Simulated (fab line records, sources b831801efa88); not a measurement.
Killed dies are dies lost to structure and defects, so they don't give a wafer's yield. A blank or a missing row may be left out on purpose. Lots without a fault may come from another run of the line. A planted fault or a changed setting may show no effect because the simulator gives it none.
Tool commonality check | flow sky130 | 13 lots, 39 wafers sampled

WHY IT WAS OPENED
At SKY_VT_ADJUST_HVTR_TW_MEAS_11 the reading VT_ADJUST_HVTR_TW is flagged on 2 of 13 lots. Wafers without a fault read 210, standard deviation 3.8.
Rule: a lot is flagged when every wafer of it that has a number lies more than 4 standard deviations from that mean, or none has a number. The other lots count as sound.

lot  | measured     | on            | VT_ADJUST_HVTR_TW, wafer by wafer | flag
L615 | day 9 11:52  | film_metro-04 | 211 211 211                       |
L616 | day 9 19:43  | film_metro-04 | 213 211 212                       |
L619 | day 10 15:07 | film_metro-03 | 261 262 262                       | FLAGGED
L620 | day 11 00:11 | film_metro-01 | 206 206 206                       |
L622 | day 11 22:40 | film_metro-01 | 204 206 205                       |
L623 | day 11 23:52 | film_metro-01 | 205 206 205                       |
L627 | day 13 09:37 | film_metro-04 | 257 258 257                       | FLAGGED
L631 | day 14 11:02 | film_metro-04 | 213 212 212                       |
L632 | day 14 16:24 | film_metro-01 | 205 207 206                       |
L634 | day 15 13:05 | film_metro-01 | 204 205 205                       |
L636 | day 16 04:05 | film_metro-01 | 207 205 206                       |
L635 | day 16 05:26 | film_metro-04 | 211 210 210                       |
L638 | day 16 15:45 | film_metro-03 | 215 215 214                       |
The numbers of the flagged lots are 260 on average: +50 against the usual, or +13 standard deviations.

WHICH TOOL RAN EACH LOT
The record holds 1 process step before the reading, out of a route of 708 steps. In each cell: the tool, then ch and the chambers that the sampled wafers went through, then the start.
lot  | flag    | SKY_VT_ADJUST_HVTR_IMPLANT_09
L615 |         | implanter-03 ch 0, day 9 11:37
L616 |         | implanter-01 ch 0, day 9 19:28
L619 | FLAGGED | implanter-01 ch 0, day 10 14:29
L620 |         | implanter-01 ch 0, day 10 23:58
L622 |         | implanter-04 ch 0, day 11 22:25
L623 |         | implanter-04 ch 0, day 11 23:37
L627 | FLAGGED | implanter-04 ch 0, day 13 09:05
L631 |         | implanter-03 ch 0, day 14 10:47
L632 |         | implanter-04 ch 0, day 14 16:11
L634 |         | implanter-03 ch 0, day 15 12:52
L636 |         | implanter-03 ch 0, day 16 03:52
L635 |         | implanter-01 ch 0, day 16 05:11
L638 |         | implanter-01 ch 0, day 16 15:32
What these steps do:
- SKY_VT_ADJUST_HVTR_IMPLANT_09
- SKY_VT_ADJUST_HVTR_TW_MEAS_11

FLAGGED OVER TOTAL, TOOL BY TOOL (the gauges that took the reading come last)
step                          | tool          | lots run | flagged | share of the flagged lots | sound lots run after its first flagged lot
SKY_VT_ADJUST_HVTR_IMPLANT_09 | implanter-01  | 5        | 1       | some                      | 3 (L620,L635,L638)
SKY_VT_ADJUST_HVTR_IMPLANT_09 | implanter-03  | 4        | 0       | none                      | -
SKY_VT_ADJUST_HVTR_IMPLANT_09 | implanter-04  | 4        | 1       | some                      | 1 (L632)
SKY_VT_ADJUST_HVTR_TW_MEAS_11 | film_metro-01 | 6        | 0       | none                      | -
SKY_VT_ADJUST_HVTR_TW_MEAS_11 | film_metro-03 | 2        | 1       | some                      | 1 (L638)
SKY_VT_ADJUST_HVTR_TW_MEAS_11 | film_metro-04 | 5        | 1       | some                      | 2 (L631,L635)

WHAT THE TABLE ALLOWS
No row of the table ran every flagged lot.

WHAT THE SIMULATOR HAD PUT IN
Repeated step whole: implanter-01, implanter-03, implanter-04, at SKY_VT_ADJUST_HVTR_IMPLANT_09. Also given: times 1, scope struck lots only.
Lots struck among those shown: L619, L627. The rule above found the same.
